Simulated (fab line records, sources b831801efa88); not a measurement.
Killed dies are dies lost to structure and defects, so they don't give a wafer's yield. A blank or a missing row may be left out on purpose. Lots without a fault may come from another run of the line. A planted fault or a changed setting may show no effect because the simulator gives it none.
Chamber matching | flow gf180mcu | GF_V4_CMP_04 on cmp-01: 4 sister chambers
The step polishes SiO2. 16 wafers are shown with their chamber, then 8 later ones without.

WAFERS WITH THEIR CHAMBER
wafer  | chamber | motor_current_A (A) | time_to_endpoint_s (s) | edge_zone_pressure_frac
L923.1 | 0       | 11.6                | 78                     | 1.003
L923.4 | 3       | 11.8                | 87                     | 0.992
L923.5 | 1       | 12.4                | 86                     | 0.996
L924.3 | 2       | 11.5                | 84                     | 1.001
L924.4 | 0       | 11.6                | 92                     | 0.995
L924.5 | 1       | 12.2                | 85                     | 1.005
L930.2 | 2       | 11.4                | 86                     | 1.001
L930.3 | 3       | 11.2                | 76                     | 1.013
L930.5 | 2       | 11.3                | 87                     | 0.997
L931.1 | 2       | 11.8                | 89                     | 0.997
L931.3 | 0       | 11.7                | 87                     | 1.000
L931.4 | 1       | 12.1                | 87                     | 0.994
L932.2 | 0       | 12.1                | 80                     | 0.995
L932.3 | 2       | 12.3                | 85                     | 0.999
L932.6 | 1       | 12.4                | 84                     | 0.992
L933.1 | 2       | 11.8                | 82                     | 1.000

SIGNATURES (means of the wafers above)
reading                 | chamber 0 | chamber 1 | chamber 2 | chamber 3 | scatter within a chamber
motor_current_A         | 11.750    | 12.275    | 11.683    | 11.500    | 0.301
time_to_endpoint_s      | 84.25     | 85.50     | 85.50     | 81.50     | 4.28
edge_zone_pressure_frac | 0.99825   | 0.99675   | 0.99917   | 1.00250   | 0.00565
Rule: a wafer's distance from a chamber is the root of the sum, over the readings, of the square of ((its reading less the chamber's mean) divided by the reading's scatter). The wafer belongs to the nearest chamber; if the next one is less than 2 further off, it can't be placed. The scatter: the root of (the sum of the squares of (reading less its chamber's mean) over the shown wafers, divided by (wafers less chambers)).

WAFERS WITHOUT THEIR CHAMBER
wafer  | motor_current_A (A) | time_to_endpoint_s (s) | edge_zone_pressure_frac
L933.3 | 11.4                | 81                     | 1.004
L933.6 | 11.2                | 80                     | 1.001
L934.2 | 12.0                | 77                     | 0.993
L934.3 | 11.4                | 83                     | 0.997
L934.6 | 12.1                | 89                     | 0.990
L939.2 | 12.4                | 71                     | 1.002
L940.2 | 11.9                | 81                     | 0.999
L940.4 | 12.1                | 84                     | 0.992

WHICH CHAMBER EACH WENT THROUGH
wafer  | from the rows above               | in truth
L933.3 | can't be placed: 3 or 2 or 0      | 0
L933.6 | can't be placed: 3 or 2 or 0      | 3
L934.2 | can't be placed: 0 or 1 or 2 or 3 | 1
L934.3 | can't be placed: 3 or 2 or 0 or 1 | 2
L934.6 | can't be placed: 1 or 0 or 2 or 3 | 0
L939.2 | can't be placed: 1 or 0 or 3 or 2 | 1
L940.2 | can't be placed: 0 or 2 or 3 or 1 | 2
L940.4 | can't be placed: 1 or 0 or 2 or 3 | 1
Placed correctly: 0 of 8. Can't be placed from these rows: 8 (the true chamber is among the candidates in 8). Placed wrongly: 0.
